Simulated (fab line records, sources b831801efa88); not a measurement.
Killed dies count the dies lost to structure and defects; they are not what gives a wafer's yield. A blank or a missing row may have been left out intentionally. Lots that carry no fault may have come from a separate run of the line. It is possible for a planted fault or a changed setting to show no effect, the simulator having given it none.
Struck lot and sound lot, side by side :: flow sky130 :: 17 steps out of a route of 708
Sound: the wafers L996.1, L996.3, L996.6. The struck wafers were L112.2, L112.5, L112.6. The cause is named last.
Each step with rows lists, per side, the tool, then ch with its chambers, then its first start. Under that, the readings that differ: sound wafers :: struck wafers :: difference of the means :: sigmas: that difference in standard deviations of wafers without a fault.
alike: readings with means less than 2 such deviations apart, plus words and numbers identical on both sides. not compared: withheld readings, readings lacking a value on some wafer, bounds such as >300 that could conceal the same value, and numbers that have no deviation in the record and whose values overlap.
The two part at a step that has a row with sigmas, a row that says differs or no value, or rows on one side only. When numbers do not overlap yet have no deviation, they are printed without sigmas and do not part them. A reading missing from all wafers of one side parts the sides only when that side holds two or more wafers.

SKY_LDD_HVN_OVL_MEAS_07:
  sound on overlay-01, day 23 20:19; struck on overlay-02, day 28 14:52
  alike: LDD_HVN_OVL
then, 1 step without rows for these wafers: SKY_LDD_HVN_IMPLANT_08.
SKY_LDD_HVN_STRIP_09: strips in O2/N2.
  sound on plasmaAsher-03 ch 0,1, day 23 20:30; struck on plasmaAsher-03 ch 0,1, day 28 15:03
  alike: drypumpMotorCurrentA, oesProductAu, stripTimeToEndpointS
  not compared: rfHoursCounterH
SKY_LDD_HVN_TW_MEAS_10:
  sound on filmMetro-01, day 23 20:36; struck on filmMetro-01, day 28 15:10
  alike: LDD_HVN_TW
then, 7 steps without rows for these wafers: SKY_LDD_HVP_DEHYDRATE_00 (time 60 s); SKY_LDD_HVP_HMDS_01 (prime time 60 s); SKY_LDD_HVP_COAT_02 (resist thk 300 nm); SKY_LDD_HVP_SOFTBAKE_03 (time 60 s); SKY_LDD_HVP_EXPOSE_04 (exposes mask HVPTM, target cd 700 nm); SKY_LDD_HVP_PEB_05; SKY_LDD_HVP_DEVELOP_06 (develop time 60 s).
SKY_LDD_HVP_OVL_MEAS_07:
  sound on overlay-02, day 25 02:37; struck on overlay-01, day 29 18:55
  alike: LDD_HVP_OVL
SKY_LDD_HVP_IMPLANT_08:
  sound on implanter-04 ch 0, day 25 02:39; struck on implanter-01 ch 0, day 29 18:59
reading: doseIonsCm2
sound: 1.6988e+13 1.6999e+13 1.6992e+13
struck: 1.5179e+13 1.5172e+13 1.5187e+13
difference: -1.8137e+12
sigmas: -82

reading: faradayCurrentUA
sound: 98.0 96.0 91.9
struck: 87.1 86.3 84.2
difference: -9.4
sigmas: -5
SKY_LDD_HVP_STRIP_09: strips in O2/N2.
  sound on plasmaAsher-04 ch 0,1, day 25 02:48; struck on plasmaAsher-04 ch 0,1, day 29 19:06
reading: stripTimeToEndpointS (s)
sound: 4.123 4.144 4.146
struck: 4.104 4.111 4.089
difference: -0.036
sigmas: -2
  alike: drypumpMotorCurrentA, oesProductAu
  not compared: rfHoursCounterH
SKY_LDD_HVP_TW_MEAS_10:
  sound on filmMetro-04, day 25 02:54; struck on filmMetro-01, day 29 19:13
reading: LDD_HVP_TW
sound: 461 458 461
struck: 437 436 435
difference: -24
sigmas: -5
then, 1 step without rows for these wafers: SKY_LDD_LDN_DEHYDRATE_00 (time 60 s).
-- here the record skips 21 days between the struck wafers' starts before and after, leaving off in module LDD_LDN and picking up in module PAD_OPEN (first step shown: number 708 of the route) --
SKY_PAD_OPEN_PROBE_99:
  sound on prober-01, day 48 02:47; struck on prober-01, day 50 23:35
reading: model.etest.tip_p_5v.rsOhmSq
sound: 2831 2834 2829
struck: 3108 3070 3099
difference: +261
sigmas: 
  alike: killed_at_M0_to_M3, killed_at_M4_up, killedAtContacts, killedAtFrontEnd, killedAtOther, killedDies, killedOpen, killedShort

== WHERE THEY PART ==
Earliest at SKY_LDD_HVP_IMPLANT_08; latest, in this record, at SKY_LDD_HVP_TW_MEAS_10. Later steps at which nothing parts them and some readings are alike: SKY_PAD_OPEN_PROBE_99.

WHY: what the simulator had put in
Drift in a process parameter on implanter-01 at SKY_LDD_HVP_IMPLANT_08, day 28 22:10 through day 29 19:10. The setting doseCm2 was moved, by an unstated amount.
